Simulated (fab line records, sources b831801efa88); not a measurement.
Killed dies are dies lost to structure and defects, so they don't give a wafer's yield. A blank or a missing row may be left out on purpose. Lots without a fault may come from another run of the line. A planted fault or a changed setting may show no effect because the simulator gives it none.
fab line records | flow sky130
record lots=13 wafers=39 last_day=50
route steps=708 shown POLY_GATE@230 LDD_P@263 LDD_HVN@275 PAD_OPEN@708
lots that met no fault: from a run of the same line without faults
start_h: hours from the record's first day to the start of the lot's first wafer shown | wait_h: hours since the lot's step before | " the same as in the row above | L1.1+2: a row that stands for several wafers | - no value, or no start given | * or withheld: withheld | < > ~ a bound
route shown NAME@n: a module of which the file shows steps, and the number in the route of the first | usual: mean/standard deviation of fault-free wafers | same: alike in all rows | chamber/n: place in a boat | sites: the reading at each site | _std_site: their standard deviation | _edge_site: outer sites' mean less inner sites' | radius_mm: how far each site lies from the wafer's centre | mask NAME#n: copy n | behind: the tool/chamber that last shaped the wafer | hold: why the lot was held/for how many hours/how that ended | device: the transistor (n, p or np) that didn't switch | end of line: the same wafers' tests at the end of the route | a step without rows: its recipe alone | killed: dies lost to structure and defects at the first sort, not the wafer's yield | map: a wafer's dies, x killed, . not, _ none there
set.NAME: the setting as run; set.NAME@STEP: as run at that earlier step | model.NAME: the simulator's own value behind a step, which no gauge read
steps of the route over a sample of lots; a table a step, a row a wafer
services: from which hour (start_h, from the record's first day; less than 0 if before it) a tool's chamber was out of use, for how many hours, and why
## steps
# step SKY_POLY_GATE_ETCH_16
# recipe stop_on=poly-Si chemistry=CH3F/O2 target=Si3N4 source_w=400 bias_w=80 pressure_mtorr=25 ch3f_flow_sccm=40 O2_flow_sccm=30 time_s=147.5 target_depth_a=750
# usual bias_w=80.03/0.27 drypump_motor_current_A=5.7/0.59 oes_product_au=0.640/0.0053 throttle_valve_pct=10.534/0.009
# columns lot.wafer tool chamber start_h wait_h bias_w drypump_motor_current_A oes_product_au rf_hours_counter_h throttle_valve_pct
L693.1 rie_diel-01 2 379.67 0.0 79.59 6.7 0.644 94 10.535
L693.2 " 1 " " 79.77 4.8 0.650 59 10.534
L693.3 " 0 " " 80.09 5.5 0.640 92 10.547
L694.1 rie_diel-01 1 401.10 0.0 79.99 4.8 0.638 59 10.535
L694.2 " 0 " " 79.94 5.6 0.629 92 10.541
L694.3 " 2 " " 80.25 6.7 0.641 95 10.536
L695.1 rie_diel-02 3 403.80 0.0 79.81 5.7 0.628 43 10.542
L695.3 " 1 " " 79.91 5.9 0.637 125 10.537
L695.6 " 1 " " 80.00 5.9 0.632 - 10.528
L696.4 rie_diel-02 2 411.00 0.0 79.28 5.0 0.643 - 10.540
L696.5 " 3 " " 80.39 5.7 0.641 - 10.525
L696.6 " 1 " " 80.10 5.9 0.640 - 10.521
L697.2 rie_diel-02 1 424.97 0.0 80.22 5.9 0.636 126 10.533
L697.3 " 2 " " 80.22 5.0 0.636 11 10.525
L697.4 " 2 " " 79.68 5.0 0.645 - 10.525
L698.1 rie_diel-03 1 427.40 0.0 79.80 5.8 0.652 35 10.529
L698.3 " 0 " " 79.96 6.8 0.639 6 10.539
L698.6 " 2 " " 79.82 5.5 0.654 - 10.527
L699.3 rie_diel-02 2 448.65 0.0 80.04 5.0 0.647 11 10.542
L699.4 " 3 " " 80.25 5.7 0.639 - 10.542
L699.5 " 0 " " 80.19 6.6 0.637 - 10.518
L701.4 rie_diel-03 3 463.59 0.1 80.02 5.5 0.640 - 10.538
L701.5 " 2 " " 80.02 5.5 0.646 - 10.530
L701.6 " 3 " " 79.91 5.5 0.638 - 10.536
L708.2 rie_diel-03 0 510.62 0.0 80.12 6.7 0.652 8 10.519
L708.4 " 1 " " 80.17 5.7 0.643 37 10.552
L708.6 " 3 " " 79.82 5.5 0.646 - 10.551
L710.1 rie_diel-03 1 519.22 0.0 79.92 5.8 0.645 37 10.534
L710.5 " 2 " " 79.89 5.5 0.652 - 10.530
L710.6 " 1 " " 80.08 5.7 0.633 - 10.523
L711.1 rie_diel-01 1 535.87 0.0 80.09 4.8 0.647 62 10.529
L711.3 " 0 " " 80.07 5.6 0.646 0 10.524
L711.5 " 2 " " 80.23 6.7 0.638 - 10.548
L713.4 rie_diel-03 1 550.70 0.0 79.71 5.7 0.641 38 10.531
L713.5 " 2 " " 80.56 5.5 0.642 - 10.546
L713.6 " 3 " " 79.77 5.6 0.637 - 10.529
L714.1 rie_diel-02 2 555.67 0.0 79.98 5.0 0.640 13 10.538
L714.2 " 1 " " 79.71 5.9 0.645 1 10.535
L714.4 " 0 " " 79.87 6.6 0.640 2 10.539
# step SKY_POLY_GATE_THK_MEAS_21
# recipe reads=SiO2_of_POLY_GATE_OXIDATION_20
# usual POLY_GATE_OXIDATION_THK=3.99/0.066
# columns lot.wafer tool chamber start_h wait_h POLY_GATE_OXIDATION_THK[nm]
L693.1 film_metro-01 - 382.48 0.0 4.04
L693.2 " - " " 4.03
L693.3 " - " " 4.19
L694.1 film_metro-01 - 403.44 0.0 3.98
L694.2 " - " " 4.09
L694.3 " - " " 3.97
L695.1 film_metro-04 - 407.54 0.0 3.95
L695.3 " - " " 4.05
L695.6 " - " " 4.02
L696.4 film_metro-02 - 412.95 0.0 3.97
L696.5 " - " " 3.97
L696.6 " - " " 3.99
L697.2 film_metro-01 - 427.77 0.0 3.94
L697.3 " - " " 3.93
L697.4 " - " " 3.93
L698.1 film_metro-02 - 429.98 0.0 3.97
L698.3 " - " " 4.00
L698.6 " - " " 3.95
L699.3 film_metro-01 - 450.23 0.0 4.10
L699.4 " - " " 4.03
L699.5 " - " " 3.95
L701.4 film_metro-02 - 465.17 0.0 3.96
L701.5 " - " " 3.97
L701.6 " - " " 4.02
L708.2 film_metro-04 - 514.43 0.0 4.01
L708.4 " - " " 4.00
L708.6 " - " " 3.99
L710.1 film_metro-02 - 520.78 0.0 3.97
L710.5 " - " " 3.96
L710.6 " - " " 4.01
L711.1 film_metro-04 - 537.43 0.0 4.05
L711.3 " - " " 4.02
L711.5 " - " " 4.03
L713.4 film_metro-02 - 552.40 0.0 4.05
L713.5 " - " " 4.00
L713.6 " - " " 4.08
L714.1 film_metro-02 - 558.01 0.0 4.00
L714.2 " - " " 3.98
L714.4 " - " " 4.02
# step SKY_LDD_P_OVL_MEAS_08
# usual LDD_P_OVL=-0.3/1.3
# columns lot.wafer tool chamber start_h wait_h LDD_P_OVL[nm]
L693.1 overlay-01 - 443.80 0.1 -2.2
L693.2 " - " " 0.6
L693.3 " - " " -1.4
L694.1 overlay-01 - 464.10 0.1 0.0
L694.2 " - " " -0.7
L694.3 " - " " -0.9
L695.1 overlay-01 - 469.38 0.1 -2.5
L695.3 " - " " -0.7
L695.6 " - " " 1.0
L696.4 overlay-01 - 474.82 0.1 1.3
L696.5 " - " " 1.7
L696.6 " - " " 0.4
L697.2 overlay-02 - 489.99 0.1 -1.1
L697.3 " - " " -1.3
L697.4 " - " " -1.5
L698.1 overlay-02 - 492.30 0.1 1.0
L698.3 " - " " 1.8
L698.6 " - " " 0.3
L699.3 overlay-02 - 511.76 0.1 -1.7
L699.4 " - " " 0.6
L699.5 " - " " 2.3
L701.4 overlay-02 - 527.40 0.1 1.1
L701.5 " - " " 2.0
L701.6 " - " " 2.0
L708.2 overlay-01 - 575.54 0.1 -1.2
L708.4 " - " " -3.4
L708.6 " - " " -1.8
L710.1 overlay-01 - 580.90 0.1 -1.9
L710.5 " - " " -0.5
L710.6 " - " " 0.9
L711.1 overlay-02 - 598.30 0.1 -0.4
L711.3 " - " " 0.4
L711.5 " - " " -0.2
L713.4 overlay-01 - 612.97 0.1 0.3
L713.5 " - " " 0.7
L713.6 " - " " 0.1
L714.1 overlay-02 - 618.70 0.1 -0.2
L714.2 " - " " 0.2
L714.4 " - " " 0.0
# step SKY_LDD_HVN_IMPLANT_08
# recipe species=P energy_kev=60 dose_cm2=3e+13 tilt_deg=40
# columns lot.wafer tool chamber start_h wait_h
L693.1+2+3 implanter-04 0 474.87 0.0
L694.1+2+3 implanter-04 0 494.80 0.0
L695.1+3+6 implanter-03 0 499.45 0.0
L696.4+5+6 implanter-02 0 505.19 0.1
L697.2+3+4 implanter-02 0 522.99 0.0
L698.1+3+6 implanter-03 0 523.15 0.0
L699.3+4+5 implanter-04 0 542.62 0.1
L701.4+5+6 implanter-02 0 557.79 0.1
L708.2+4+6 implanter-03 0 605.54 0.0
L710.1+5+6 implanter-02 0 610.35 0.0
L711.1+3+5 implanter-04 0 627.57 0.0
L713.4+5+6 implanter-04 0 642.64 0.1
L714.1+2+4 implanter-04 0 647.70 0.0
# step SKY_LDD_HVN_TW_MEAS_10
# usual LDD_HVN_TW=1418/7.5
# columns lot.wafer tool chamber start_h wait_h LDD_HVN_TW
L693.1 film_metro-01 - 475.12 0.1 1410
L693.2 " - " " 1404
L693.3 " - " " 1413
L694.1 film_metro-01 - 495.05 0.1 1425
L694.2 " - " " 1426
L694.3 " - " " 1435
L695.1 film_metro-04 - 499.70 0.1 1422
L695.3 " - " " 1423
L695.6 " - " " 1426
L696.4 film_metro-04 - 505.40 0.1 1428
L696.5 " - " " 1419
L696.6 " - " " 1421
L697.2 film_metro-02 - 523.23 0.1 1419
L697.3 " - " " 1409
L697.4 " - " " 1406
L698.1 film_metro-01 - 523.40 0.1 1429
L698.3 " - " " 1417
L698.6 " - " " 1427
L699.3 film_metro-04 - 542.84 0.1 1427
L699.4 " - " " 1430
L699.5 " - " " 1418
L701.4 film_metro-01 - 558.00 0.1 1423
L701.5 " - " " 1416
L701.6 " - " " 1426
L708.2 film_metro-01 - 605.78 0.1 1424
L708.4 " - " " 1428
L708.6 " - " " 1367
L710.1 film_metro-02 - 610.60 0.1 1402
L710.5 " - " " 1414
L710.6 " - " " 1407
L711.1 film_metro-01 - 627.82 0.1 1411
L711.3 " - " " 1408
L711.5 " - " " 1405
L713.4 film_metro-01 - 642.85 0.1 1411
L713.5 " - " " 1417
L713.6 " - " " 1416
L714.1 film_metro-02 - 647.95 0.1 1414
L714.2 " - " " 1406
L714.4 " - " " 1412
# step SKY_PAD_OPEN_PROBE_99
# usual killed_at_M0_to_M3=43/7.4 killed_at_M4_up=3.3/2 killed_at_contacts=24/5.4 killed_at_front_end=16/4.2 killed_at_other=0.3/0.61 killed_dies=87/9.4 killed_open=47/7.3 killed_short=40/6.7
# same gross_dies=492 killed_at_back_side=0
# columns lot.wafer tool chamber start_h wait_h killed_at_M0_to_M3 killed_at_M4_up killed_at_contacts killed_at_front_end killed_at_other killed_dies killed_open killed_short
L693.1 prober-02 - 1083.05 0.1 47 7 28 13 0 95 48 47
L693.2 prober-02 - 1083.10 0.1 33 8 19 18 0 78 45 33
L693.3 prober-02 - 1083.15 0.2 40 3 23 12 0 78 43 34
L694.1 prober-02 - 1095.85 0.1 56 5 25 17 0 103 56 47
L694.2 prober-02 - 1095.90 0.1 53 9 25 13 0 100 50 50
L694.3 prober-02 - 1095.95 0.2 50 0 25 14 0 89 48 41
L695.1 prober-02 - 1099.43 0.1 42 1 26 12 0 81 44 37
L695.3 prober-02 - 1099.53 0.2 51 0 15 18 0 84 53 31
L695.6 prober-02 - 1099.68 0.2 41 0 19 13 0 73 38 35
L696.4 prober-01 - 1104.28 0.2 49 3 28 16 1 97 48 47
L696.5 prober-01 - 1104.33 0.2 50 5 27 14 0 96 60 32
L696.6 prober-01 - 1104.38 0.2 45 4 36 12 0 97 58 36
L697.2 prober-02 - 1113.88 0.1 44 2 17 16 1 80 39 41
L697.3 prober-02 - 1113.93 0.2 29 3 33 17 0 82 41 40
L697.4 prober-02 - 1113.98 0.2 36 4 29 16 0 85 55 30
L698.1 prober-01 - 1115.83 0.1 47 1 24 24 0 96 51 45
L698.3 prober-01 - 1115.93 0.2 57 4 20 22 0 103 48 55
L698.6 prober-01 - 1116.08 0.2 48 1 35 17 0 101 67 34
L699.3 prober-02 - 1131.26 0.2 33 5 24 17 1 80 46 34
L699.4 prober-02 - 1131.31 0.2 48 2 19 20 0 89 50 38
L699.5 prober-02 - 1131.36 0.2 40 2 25 17 1 85 55 29
L701.4 prober-02 - 1139.23 0.2 48 5 33 12 0 98 48 50
L701.5 prober-02 - 1139.28 0.2 41 5 28 20 3 97 48 49
L701.6 prober-02 - 1139.33 0.2 40 2 32 14 1 89 55 34
L708.2 prober-02 - 1169.19 0.1 43 5 31 17 0 96 49 45
L708.4 prober-02 - 1169.29 0.2 41 1 25 18 0 85 55 30
L708.6 prober-02 - 1169.39 0.2 45 3 31 14 0 93 44 49
L710.1 prober-02 - 1172.55 0.1 53 2 26 15 0 96 51 45
L710.5 prober-02 - 1172.75 0.2 48 5 26 26 1 106 52 54
L710.6 prober-02 - 1172.80 0.2 36 3 21 17 0 77 40 37
L711.1 prober-01 - 1183.55 0.1 46 1 27 17 1 92 47 44
L711.3 prober-01 - 1183.65 0.2 48 4 24 14 0 90 46 44
L711.5 prober-01 - 1183.75 0.2 32 7 17 18 0 74 28 46
L713.4 prober-01 - 1192.18 0.2 45 1 34 20 0 100 45 55
L713.5 prober-01 - 1192.23 0.2 44 4 25 14 0 87 42 45
L713.6 prober-01 - 1192.28 0.2 54 1 26 21 1 103 59 44
L714.1 prober-01 - 1193.74 0.1 36 3 17 18 0 74 39 34
L714.2 prober-01 - 1193.79 0.1 29 3 17 18 1 68 34 33
L714.4 prober-01 - 1193.89 0.2 38 3 25 20 0 86 35 51
# killed by level:class
L693.1 VIA1:geometric_particle:open=13 CONTACT:geometric_particle:open=8 METAL2:geometric_particle:short=8 VIA2:geometric_particle:open=7 CONTACT:geometric_particle:short=6 POLY_GATE:geometric_particle:short=5 LI_CONTACT:geometric_particle:short=5 METAL4:geometric_particle:short=5
L693.2 VIA2:geometric_particle:open=8 LI_CONTACT:geometric_particle:open=7 CONTACT:geometric_particle:open=7 FIELD_ISO:geometric_particle:open=6 VIA1:geometric_particle:open=6 FIELD_ISO:geometric_particle:short=5 METAL2:geometric_particle:short=5 METAL4:geometric_particle:short=5
L693.3 VIA1:geometric_particle:open=9 CONTACT:geometric_particle:open=7 VIA3:geometric_particle:short=7 LI_CONTACT:geometric_particle:open=6 VIA2:geometric_particle:open=6 FIELD_ISO:geometric_particle:short=5 CONTACT:geometric_particle:short=5 METAL1:geometric_particle:short=5
L694.1 VIA1:geometric_particle:open=14 CONTACT:geometric_particle:open=11 VIA2:geometric_particle:open=8 POLY_GATE:geometric_particle:open=6 METAL3:geometric_particle:short=6 METAL1:geometric_particle:short=6 LOCAL_INTERCONNECT:geometric_particle:short=5 VIA2:geometric_particle:short=5
L694.2 VIA3:geometric_particle:open=10 VIA1:geometric_particle:open=9 VIA2:geometric_particle:open=8 METAL1:geometric_particle:short=7 CONTACT:geometric_particle:open=7 VIA1:geometric_particle:short=7 METAL4:geometric_particle:short=6 LI_CONTACT:geometric_particle:open=6
L694.3 METAL2:geometric_particle:short=11 CONTACT:geometric_particle:open=11 VIA1:geometric_particle:open=10 VIA2:geometric_particle:open=7 LI_CONTACT:geometric_particle:open=6 VIA3:geometric_particle:open=6 LOCAL_INTERCONNECT:geometric_particle:short=5 FIELD_ISO:geometric_particle:open=4
L695.1 CONTACT:geometric_particle:open=10 VIA1:geometric_particle:short=9 LI_CONTACT:geometric_particle:open=9 VIA1:geometric_particle:open=8 VIA2:geometric_particle:open=7 METAL2:geometric_particle:short=5 FIELD_ISO:geometric_particle:open=4 METAL3:geometric_particle:short=4
L695.3 VIA1:geometric_particle:open=17 VIA1:geometric_particle:short=10 FIELD_ISO:geometric_particle:open=7 VIA2:geometric_particle:open=7 CONTACT:geometric_particle:open=6 METAL2:geometric_particle:short=5 POLY_GATE:geometric_particle:open=4 VIA3:geometric_particle:open=4
L695.6 CONTACT:geometric_particle:open=13 VIA1:geometric_particle:short=6 METAL2:geometric_particle:short=6 VIA2:geometric_particle:short=6 METAL1:geometric_particle:short=5 VIA1:geometric_particle:open=5 POLY_GATE:geometric_particle:open=4 LI_CONTACT:geometric_particle:open=4
L696.4 METAL1:geometric_particle:short=10 LI_CONTACT:geometric_particle:open=7 CONTACT:geometric_particle:short=7 CONTACT:geometric_particle:open=7 METAL2:geometric_particle:short=7 VIA2:geometric_particle:open=7 VIA3:geometric_particle:open=6 VIA1:geometric_particle:open=5
L696.5 LI_CONTACT:geometric_particle:open=13 VIA1:geometric_particle:open=11 VIA3:geometric_particle:open=8 CONTACT:geometric_particle:open=7 FIELD_ISO:geometric_particle:open=6 METAL2:geometric_particle:short=6 METAL1:geometric_particle:short=6 CONTACT:geometric_particle:short=5
L696.6 LI_CONTACT:geometric_particle:open=14 CONTACT:geometric_particle:open=13 VIA1:geometric_particle:short=8 VIA1:geometric_particle:open=8 CONTACT:geometric_particle:short=6 METAL1:geometric_particle:short=5 VIA2:geometric_particle:open=5 FIELD_ISO:geometric_particle:open=4
L697.2 CONTACT:geometric_particle:open=9 METAL1:geometric_particle:short=8 METAL2:geometric_particle:short=8 VIA3:geometric_particle:open=6 VIA2:geometric_particle:open=5 FIELD_ISO:geometric_particle:short=4 VIA1:geometric_particle:short=4 VIA1:geometric_particle:open=4
L697.3 LI_CONTACT:geometric_particle:open=10 LI_CONTACT:geometric_particle:short=6 METAL2:geometric_particle:short=6 CONTACT:geometric_particle:short=6 CONTACT:geometric_particle:open=6 VIA1:geometric_particle:open=6 FIELD_ISO:geometric_particle:open=4 METAL1:geometric_particle:short=4
L697.4 VIA1:geometric_particle:open=12 CONTACT:geometric_particle:open=11 LI_CONTACT:geometric_particle:open=7 VIA2:geometric_particle:open=7 CONTACT:geometric_particle:short=5 POLY_GATE:geometric_particle:open=4 LI_CONTACT:geometric_particle:short=4 METAL1:geometric_particle:short=4
L698.1 CONTACT:geometric_particle:open=12 VIA1:geometric_particle:open=9 VIA2:geometric_particle:open=8 VIA3:geometric_particle:open=7 POLY_GATE:geometric_particle:short=6 FIELD_ISO:geometric_particle:short=5 LOCAL_INTERCONNECT:geometric_particle:short=5 METAL2:geometric_particle:short=5
L698.3 METAL1:geometric_particle:short=11 VIA1:geometric_particle:open=10 VIA2:geometric_particle:short=9 VIA2:geometric_particle:open=8 CONTACT:geometric_particle:open=7 FIELD_ISO:geometric_particle:short=6 VIA3:geometric_particle:open=6 LI_CONTACT:geometric_particle:open=5
L698.6 CONTACT:geometric_particle:open=19 VIA1:geometric_particle:open=10 VIA2:geometric_particle:open=10 LI_CONTACT:geometric_particle:open=9 VIA3:geometric_particle:short=6 VIA3:geometric_particle:open=6 METAL1:geometric_particle:short=5 VIA2:geometric_particle:short=4
L699.3 LI_CONTACT:geometric_particle:open=8 VIA1:geometric_particle:open=8 VIA3:geometric_particle:open=6 VIA1:geometric_particle:short=5 LOCAL_INTERCONNECT:geometric_particle:short=5 CONTACT:geometric_particle:open=5 VIA2:geometric_particle:open=5 FIELD_ISO:geometric_particle:short=4
L699.4 VIA2:geometric_particle:open=10 VIA3:geometric_particle:open=7 FIELD_ISO:geometric_particle:short=6 LI_CONTACT:geometric_particle:open=6 VIA1:geometric_particle:open=6 METAL2:geometric_particle:short=5 FIELD_ISO:geometric_particle:open=4 POLY_GATE:geometric_particle:open=4
L699.5 CONTACT:geometric_particle:open=11 VIA1:geometric_particle:open=11 VIA3:geometric_particle:open=9 POLY_GATE:geometric_particle:open=6 VIA2:geometric_particle:open=6 CONTACT:geometric_particle:short=5 METAL2:geometric_particle:short=5 FIELD_ISO:geometric_particle:open=4
L701.4 LI_CONTACT:geometric_particle:open=12 CONTACT:geometric_particle:open=8 VIA2:geometric_particle:open=7 METAL2:geometric_particle:short=7 VIA1:geometric_particle:open=7 LI_CONTACT:geometric_particle:short=5 CONTACT:geometric_particle:short=5 VIA1:geometric_particle:short=5
L701.5 LOCAL_INTERCONNECT:geometric_particle:short=8 LI_CONTACT:geometric_particle:open=7 FIELD_ISO:geometric_particle:short=6 CONTACT:geometric_particle:open=6 METAL1:geometric_particle:short=6 METAL2:geometric_particle:short=6 VIA2:geometric_particle:open=6 FIELD_ISO:geometric_particle:open=5
L701.6 CONTACT:geometric_particle:open=14 LI_CONTACT:geometric_particle:open=9 VIA2:geometric_particle:open=8 VIA1:geometric_particle:open=6 VIA3:geometric_particle:open=6 CONTACT:geometric_particle:short=5 METAL1:geometric_particle:short=5 METAL2:geometric_particle:short=5
L708.2 LI_CONTACT:geometric_particle:open=12 CONTACT:geometric_particle:open=8 METAL1:geometric_particle:short=7 VIA1:geometric_particle:open=7 CONTACT:geometric_particle:short=6 VIA2:geometric_particle:open=6 METAL4:geometric_particle:short=5 POLY_GATE:geometric_particle:open=4
L708.4 CONTACT:geometric_particle:open=12 VIA1:geometric_particle:open=10 FIELD_ISO:geometric_particle:open=6 VIA2:geometric_particle:open=6 METAL2:geometric_particle:short=6 LI_CONTACT:geometric_particle:open=5 METAL1:geometric_particle:short=5 FIELD_ISO:geometric_particle:short=3
L708.6 LI_CONTACT:geometric_particle:open=8 METAL2:geometric_particle:short=8 CONTACT:geometric_particle:short=8 VIA1:geometric_particle:open=7 CONTACT:geometric_particle:open=6 VIA1:geometric_particle:short=6 VIA2:geometric_particle:open=6 LI_CONTACT:geometric_particle:short=4
L710.1 VIA1:geometric_particle:open=14 LI_CONTACT:geometric_particle:open=9 CONTACT:geometric_particle:open=8 VIA1:geometric_particle:short=6 METAL2:geometric_particle:short=6 POLY_GATE:geometric_particle:short=5 METAL1:geometric_particle:short=5 VIA2:geometric_particle:open=5
L710.5 VIA1:geometric_particle:open=12 CONTACT:geometric_particle:open=9 FIELD_ISO:geometric_particle:short=8 LI_CONTACT:geometric_particle:open=7 METAL2:geometric_particle:short=7 VIA3:geometric_particle:short=7 POLY_GATE:geometric_particle:short=6 METAL1:geometric_particle:short=6
L710.6 VIA1:geometric_particle:open=10 LI_CONTACT:geometric_particle:open=8 METAL2:geometric_particle:short=7 FIELD_ISO:geometric_particle:short=4 FIELD_ISO:geometric_particle:open=4 CONTACT:geometric_particle:open=4 VIA2:geometric_particle:open=4 CONTACT:geometric_particle:short=4
L711.1 LI_CONTACT:geometric_particle:open=10 METAL1:geometric_particle:short=9 VIA1:geometric_particle:open=8 VIA2:geometric_particle:open=7 CONTACT:geometric_particle:open=7 LOCAL_INTERCONNECT:geometric_particle:short=5 VIA3:geometric_particle:open=5 FIELD_ISO:geometric_particle:short=4
L711.3 VIA1:geometric_particle:open=13 VIA1:geometric_particle:short=10 LI_CONTACT:geometric_particle:open=8 CONTACT:geometric_particle:open=8 METAL2:geometric_particle:short=7 CONTACT:geometric_particle:short=5 VIA3:geometric_particle:open=4 FIELD_ISO:geometric_particle:short=3
L711.5 METAL2:geometric_particle:short=9 VIA2:geometric_particle:open=7 METAL4:geometric_particle:short=7 FIELD_ISO:geometric_particle:short=5 CONTACT:geometric_particle:short=5 CONTACT:geometric_particle:open=5 METAL1:geometric_particle:short=5 VIA1:geometric_particle:open=4
L713.4 LOCAL_INTERCONNECT:geometric_particle:short=10 CONTACT:geometric_particle:open=9 VIA1:geometric_particle:open=8 CONTACT:geometric_particle:short=7 VIA1:geometric_particle:short=7 POLY_GATE:geometric_particle:short=6 LI_CONTACT:geometric_particle:open=6 VIA2:geometric_particle:short=5
L713.5 VIA1:geometric_particle:short=10 VIA2:geometric_particle:open=9 CONTACT:geometric_particle:open=8 VIA1:geometric_particle:open=7 LOCAL_INTERCONNECT:geometric_particle:short=6 METAL2:geometric_particle:short=6 CONTACT:geometric_particle:short=5 FIELD_ISO:geometric_particle:open=4
L713.6 VIA1:geometric_particle:open=14 CONTACT:geometric_particle:open=13 VIA2:geometric_particle:open=8 POLY_GATE:geometric_particle:open=7 METAL1:geometric_particle:short=7 METAL2:geometric_particle:short=7 VIA3:geometric_particle:open=5 FIELD_ISO:geometric_particle:open=4
L714.1 VIA1:geometric_particle:open=8 FIELD_ISO:geometric_particle:open=6 VIA2:geometric_particle:open=6 LI_CONTACT:geometric_particle:open=6 METAL2:geometric_particle:short=5 FIELD_ISO:geometric_particle:short=4 POLY_GATE:geometric_particle:open=4 VIA1:geometric_particle:short=4
L714.2 VIA1:geometric_particle:open=8 CONTACT:geometric_particle:open=8 FIELD_ISO:geometric_particle:short=7 METAL1:geometric_particle:short=6 VIA3:geometric_particle:open=6 FIELD_ISO:geometric_particle:open=5 SPACER:geometric_particle:short=3 LOCAL_INTERCONNECT:geometric_particle:short=3
L714.4 CONTACT:geometric_particle:short=10 LI_CONTACT:geometric_particle:open=8 METAL1:geometric_particle:short=8 FIELD_ISO:geometric_particle:short=7 VIA1:geometric_particle:open=7 CONTACT:geometric_particle:open=6 VIA1:geometric_particle:short=6 VIA2:geometric_particle:short=5
## services
# columns tool chamber start_h hours kind
rie_diel-02 0 357.30 45.3 repair
rie_diel-03 - 367.03 10.0 pm
implanter-02 - 377.45 4.4 repair
rie_diel-02 2 388.50 4.8 repair
rie_diel-03 1 395.81 3.9 repair
implanter-04 - 406.27 2.0 repair
rie_diel-02 - 426.72 5.0 repair
implanter-04 - 428.79 6.7 pm
rie_diel-03 - 432.50 0.6 repair
implanter-02 - 452.51 4.5 pm
rie_diel-03 0 455.10 12.0 repair
rie_diel-03 1 459.31 16.7 repair
rie_diel-02 - 462.16 2.2 repair
rie_diel-02 3 467.03 1.6 repair
rie_diel-03 3 478.80 2.5 repair
rie_diel-02 3 516.50 7.1 repair
rie_diel-02 2 577.92 18.7 repair
implanter-04 - 599.37 2.7 pm
rie_diel-03 3 603.94 3.5 repair
rie_diel-02 0 609.47 6.6 repair
implanter-04 - 619.55 1.3 repair
rie_diel-02 0 622.71 15.9 repair
rie_diel-03 - 624.24 2.8 pm
rie_diel-02 3 640.49 15.3 repair
## key
first_sign step=SKY_LDD_HVN_TW_MEAS_10 reading=LDD_HVN_TW direction=down sigmas=6.8 usual=1418 struck=1367
effect none on later readings
met_at SKY_LDD_HVN_IMPLANT_08
struck_lots L708
struck_wafers L708.6
tester_left_out L708
not_acting_at SKY_POLY_GATE_ETCH_16,SKY_POLY_GATE_THK_MEAS_21,SKY_LDD_P_OVL_MEAS_08
onset_between 523.15 605.54
fault kind=process_parameter_drift tool=implanter-03 chamber=- onset_h=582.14 steps=SKY_LDD_HVN_IMPLANT_08 channel=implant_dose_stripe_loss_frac offset=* shape=step end_h=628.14 scope=struck_wafers_only
# tester_left_out: of these lots the tester's yield and bins aren't shown, on N5 and GAA mostly nor the transistor test; their killed dies are dies lost to structure and defects alone, not to doping, threshold or leakage, so they don't give the yield
